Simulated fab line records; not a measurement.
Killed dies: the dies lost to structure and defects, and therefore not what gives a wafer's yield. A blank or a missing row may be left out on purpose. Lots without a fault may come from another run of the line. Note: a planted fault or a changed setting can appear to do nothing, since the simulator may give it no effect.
Split-lot experiment || flow sfq line || 23 wafers read across 5 lots, on a route 325 steps long

== THE SPLIT ITSELF ==
At SFQ_TRILAYER_R5_BARC_OPEN_METAL_ETCH_177 (etches BARC in O2, target depth 125 nm, time 41.7 s), the setting time s was moved away from the recipe's 41.7 s on 9 of the 23 wafers read, by -14.6% to +12.9%. For the rest of the wafers, this setting stayed at what the recipe calls for.

The file shows no step between the split and the reading.

== THE READING ==
KrF_of_TRILAYER_R5_LITHO_COAT_136.thk nm (the simulator's own value, which no gauge read), in nm, at SFQ_TRILAYER_R5_ETCH_METAL_ETCH_139 (etches the open film in Cl2, stops on SiO2, target depth 60 nm, time 40 s). There is no usual value for it anywhere in the file. Across the 14 wafers here that went through the recipe, the average is 499.2 nm and the standard deviation 1.6 nm.

{"wafer": "L074.1", "tool, chamber at the split": "rie metal-02, 1", "time s as run, s": 41.7, "against the recipe": "recipe", "KrF_of_TRILAYER_R5_LITHO_COAT_136.thk nm, nm": 498.2, "against lot-mates on the recipe": "-"}
{"wafer": "L074.2", "tool, chamber at the split": "rie metal-02, 0", "time s as run, s": 41.7, "against the recipe": "recipe", "KrF_of_TRILAYER_R5_LITHO_COAT_136.thk nm, nm": 498.7, "against lot-mates on the recipe": "-"}
{"wafer": "L074.4", "tool, chamber at the split": "rie metal-02, 1", "time s as run, s": 36.75, "against the recipe": "-11.9%", "KrF_of_TRILAYER_R5_LITHO_COAT_136.thk nm, nm": 503.9, "against lot-mates on the recipe": "+6.1"}
{"wafer": "L074.5", "tool, chamber at the split": "rie metal-02, 0", "time s as run, s": 41.7, "against the recipe": "recipe", "KrF_of_TRILAYER_R5_LITHO_COAT_136.thk nm, nm": 496.4, "against lot-mates on the recipe": "-"}
{"wafer": "L074.6", "tool, chamber at the split": "rie metal-02, 1", "time s as run, s": 36.75, "against the recipe": "-11.9%", "KrF_of_TRILAYER_R5_LITHO_COAT_136.thk nm, nm": 504, "against lot-mates on the recipe": "+6.2"}
{"wafer": "L075.1", "tool, chamber at the split": "rie metal-02, 1", "time s as run, s": 39.08, "against the recipe": "-6.3%", "KrF_of_TRILAYER_R5_LITHO_COAT_136.thk nm, nm": 501.9, "against lot-mates on the recipe": "+4.3"}
{"wafer": "L075.2", "tool, chamber at the split": "rie metal-02, 0", "time s as run, s": 39.08, "against the recipe": "-6.3%", "KrF_of_TRILAYER_R5_LITHO_COAT_136.thk nm, nm": 502, "against lot-mates on the recipe": "+4.4"}
{"wafer": "L075.3", "tool, chamber at the split": "rie metal-02, 1", "time s as run, s": 39.08, "against the recipe": "-6.3%", "KrF_of_TRILAYER_R5_LITHO_COAT_136.thk nm, nm": 502.5, "against lot-mates on the recipe": "+4.9"}
{"wafer": "L075.4", "tool, chamber at the split": "rie metal-02, 0", "time s as run, s": 41.7, "against the recipe": "recipe", "KrF_of_TRILAYER_R5_LITHO_COAT_136.thk nm, nm": 498.1, "against lot-mates on the recipe": "-"}
{"wafer": "L075.5", "tool, chamber at the split": "rie metal-02, 0", "time s as run, s": 41.7, "against the recipe": "recipe", "KrF_of_TRILAYER_R5_LITHO_COAT_136.thk nm, nm": 497, "against lot-mates on the recipe": "-"}
{"wafer": "L076.2", "tool, chamber at the split": "rie metal-04, 1", "time s as run, s": 35.62, "against the recipe": "-14.6%", "KrF_of_TRILAYER_R5_LITHO_COAT_136.thk nm, nm": 511.7, "against lot-mates on the recipe": "+10.2"}
{"wafer": "L076.3", "tool, chamber at the split": "rie metal-04, 1", "time s as run, s": 41.7, "against the recipe": "recipe", "KrF_of_TRILAYER_R5_LITHO_COAT_136.thk nm, nm": 501.5, "against lot-mates on the recipe": "-"}
{"wafer": "L076.4", "tool, chamber at the split": "rie metal-04, 1", "time s as run, s": 35.62, "against the recipe": "-14.6%", "KrF_of_TRILAYER_R5_LITHO_COAT_136.thk nm, nm": 510.1, "against lot-mates on the recipe": "+8.6"}
{"wafer": "L076.5", "tool, chamber at the split": "rie metal-04, 1", "time s as run, s": 41.7, "against the recipe": "recipe", "KrF_of_TRILAYER_R5_LITHO_COAT_136.thk nm, nm": 500.4, "against lot-mates on the recipe": "-"}
{"wafer": "L076.6", "tool, chamber at the split": "rie metal-04, 1", "time s as run, s": 41.7, "against the recipe": "recipe", "KrF_of_TRILAYER_R5_LITHO_COAT_136.thk nm, nm": 502.5, "against lot-mates on the recipe": "-"}
{"wafer": "L078.1", "tool, chamber at the split": "rie metal-02, 0", "time s as run, s": 41.7, "against the recipe": "recipe", "KrF_of_TRILAYER_R5_LITHO_COAT_136.thk nm, nm": 499, "against lot-mates on the recipe": "-"}
{"wafer": "L078.4", "tool, chamber at the split": "rie metal-02, 0", "time s as run, s": 41.7, "against the recipe": "recipe", "KrF_of_TRILAYER_R5_LITHO_COAT_136.thk nm, nm": 498.2, "against lot-mates on the recipe": "-"}
{"wafer": "L078.5", "tool, chamber at the split": "rie metal-02, 0", "time s as run, s": 41.7, "against the recipe": "recipe", "KrF_of_TRILAYER_R5_LITHO_COAT_136.thk nm, nm": 499.5, "against lot-mates on the recipe": "-"}
{"wafer": "L083.1", "tool, chamber at the split": "rie metal-04, 1", "time s as run, s": 47.08, "against the recipe": "+12.9%", "KrF_of_TRILAYER_R5_LITHO_COAT_136.thk nm, nm": 492.2, "against lot-mates on the recipe": -7.4}
{"wafer": "L083.2", "tool, chamber at the split": "rie metal-04, 1", "time s as run, s": 41.7, "against the recipe": "recipe", "KrF_of_TRILAYER_R5_LITHO_COAT_136.thk nm, nm": 498.1, "against lot-mates on the recipe": "-"}
{"wafer": "L083.3", "tool, chamber at the split": "rie metal-04, 1", "time s as run, s": 41.7, "against the recipe": "recipe", "KrF_of_TRILAYER_R5_LITHO_COAT_136.thk nm, nm": 500.5, "against lot-mates on the recipe": "-"}
{"wafer": "L083.4", "tool, chamber at the split": "rie metal-04, 1", "time s as run, s": 47.08, "against the recipe": "+12.9%", "KrF_of_TRILAYER_R5_LITHO_COAT_136.thk nm, nm": 493.7, "against lot-mates on the recipe": -5.9}
{"wafer": "L083.5", "tool, chamber at the split": "rie metal-04, 1", "time s as run, s": 41.7, "against the recipe": "recipe", "KrF_of_TRILAYER_R5_LITHO_COAT_136.thk nm, nm": 500.1, "against lot-mates on the recipe": "-"}

FIT RESULTS
A straight line over all 23 wafers: KrF_of_TRILAYER_R5_LITHO_COAT_136.thk nm changes by -0.575 nm for each +1% of time s; r = -0.91; the points scatter about the line by 1.9 nm.
The same after taking each lot's own level away (the mean of its wafers on the recipe; 23 wafers): -0.577 nm for each +1%; r = -0.98; scatter 0.94 nm.
On that fit, the largest move of time s shifts the reading by 8.4 nm.
The lots' own levels span 497.55 to 501.47 nm, that is 2.4 times the standard deviation above.
The two slopes are in agreement: the lot-to-lot level therefore moves the slope only a little.
Check: with one of the wafers moved furthest among these (-14.6%) left out of the fit, the line predicts +8.27 nm for it against its lot-mates. It came out at +10.2 nm against them.

== ADDITIONAL SPLITS CARRIED BY THESE WAFERS ==
Note: prior to the reading, these wafers also went through further splits. Each is held against what the fit with the lots' levels taken away leaves over:
{"other split on the same wafers": "SFQ_TRILAYER_A5B_DEP_PECVD_129 time s", "wafers away from the commonest value": 9, "r with KrF_of_TRILAYER_R5_LITHO_COAT_136.thk nm (lot level and that fit taken away)": -0.09}
{"other split on the same wafers": "SFQ_TRILAYER_R5_LITHO_COAT_141 resist thk nm", "wafers away from the commonest value": 5, "r with KrF_of_TRILAYER_R5_LITHO_COAT_136.thk nm (lot level and that fit taken away)": -0.41}

== THE WHOLE CHAIN: every reading that the file lists as answering this split, in the file's order ==
{"step": "SFQ_TRILAYER_R5_BARC_OPEN_METAL_ETCH_177", "what it does": "etches BARC in O2, target depth 125 nm, time 41.7 s", "reading": "KrF_of_TRILAYER_R5_LITHO_COAT_136.thk nm (the simulator's own value, which no gauge read)", "change (the file's fit)": "-0.567 nm for each +1% of the setting", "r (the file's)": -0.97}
{"step": "SFQ_TRILAYER_R5_ETCH_METAL_ETCH_139", "what it does": "etches the open film in Cl2, stops on SiO2, target depth 60 nm, time 40 s", "reading": "KrF_of_TRILAYER_R5_LITHO_COAT_136.thk nm (the simulator's own value, which no gauge read)", "change (the file's fit)": "-0.582 nm for each +1% of the setting", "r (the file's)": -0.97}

== FILE'S OWN FIT ==
KrF_of_TRILAYER_R5_LITHO_COAT_136.thk nm changes by -0.582 nm for each +1% of time s, r = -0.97.
